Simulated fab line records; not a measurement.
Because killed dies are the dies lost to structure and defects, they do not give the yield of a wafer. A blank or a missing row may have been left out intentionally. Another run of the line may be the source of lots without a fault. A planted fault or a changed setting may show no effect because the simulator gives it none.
A struck lot beside a sound one | flow sky130 | 14 steps out of a route of 708
Sound: these wafers, L283.2, L283.3, L283.5. Wafers struck: L279.2, L279.4, L279.5. The cause comes at the end.
At each step with rows: each side's tool, then ch and its chambers, then its first start. Under that, the readings that differ: sound wafers | struck wafers | difference of the means | sigmas: that difference in standard deviations of wafers without a fault.
alike: readings whose means differ by less than 2 such deviations, and words and numbers that are the same on both sides. not compared: withheld readings, readings that some wafer has no value for, bounds like >300 that may hide the same value, and numbers for which the record gives no deviation and whose values overlap.
Wherever a step has rows on one side only, a row that says differs or no value, or a row with sigmas, the two part there. Numbers that have no deviation but don't overlap get no sigmas and don't part them. A reading that every wafer of one side lacks parts them only if that side has two wafers or more.

SKY_SD_N_RS_MEAS_17: measurement is done with a four-point probe.
  sound: film_metro-04 at day 35 01:32; struck: film_metro-03 at day 32 23:07
  reading          | sound             | struck            | difference | sigmas
  SD_P_RS (ohm/sq) | 147.0 146.7 146.9 | 148.0 147.2 147.7 | +0.8       | +2
SKY_SD_N_RS_MEAS_18: measurement is done with a four-point probe.
  sound: film_metro-04 at day 35 01:40; struck: film_metro-03 at day 32 23:14
  alike: RES_XHIGH_RS
then, 2 steps without rows for these wafers: SKY_SALICIDE_CLEAN_00 (cleans in HF-last, time 30 s); SKY_LI_CONTACT_HDPCVD_00 (deposits PSG, target thk 930 nm, time 155 s).
SKY_LI_CONTACT_THK_MEAS_01:
  sound: film_metro-04 at day 35 01:53; struck: film_metro-04 at day 32 23:28
  alike: LI_CONTACT_HDPCVD_THK
SKY_LI_CONTACT_CMP_02: polishes PSG.
  sound on cmp-01 ch 0,1, day 35 02:02; struck on cmp-02 ch 0,1,3, day 32 23:34
  alike: motor_current_A, time_to_endpoint_s
SKY_LI_CONTACT_BOW_MEAS_03:
  sound: film_metro-03 at day 35 02:21; struck: film_metro-04 at day 32 23:50
  alike: LI_CONTACT_BOW
then, 5 steps without rows for these wafers: SKY_LI_CONTACT_DEHYDRATE_04 (time 60 s); SKY_LI_CONTACT_HMDS_05 (prime time 60 s); SKY_LI_CONTACT_COAT_06 (resist thk 60 nm); SKY_LI_CONTACT_COAT_07 (resist thk 450 nm); SKY_LI_CONTACT_SOFTBAKE_08 (time 90 s).
SKY_LI_CONTACT_EXPOSE_09: exposes mask LICM1, target cd 170 nm.
  sound on krf_scanner-01 ch 0, day 35 15:20; struck on krf_scanner-01, day 33 14:20
  no value came back on the struck wafers for exposure_dose_mJ_cm2, focus_offset_nm (nm), sigma_inner; on the sound wafers exposure_dose_mJ_cm2 reads 37.94 38.01 38.01
  alike: mask
then, 1 step without rows for these wafers: SKY_LI_CONTACT_PEB_10.

== WHERE THEY PART ==
Last at SKY_LI_CONTACT_EXPOSE_09 as far as this record goes, first at SKY_SD_N_RS_MEAS_17.

WHY: what the simulator had put in
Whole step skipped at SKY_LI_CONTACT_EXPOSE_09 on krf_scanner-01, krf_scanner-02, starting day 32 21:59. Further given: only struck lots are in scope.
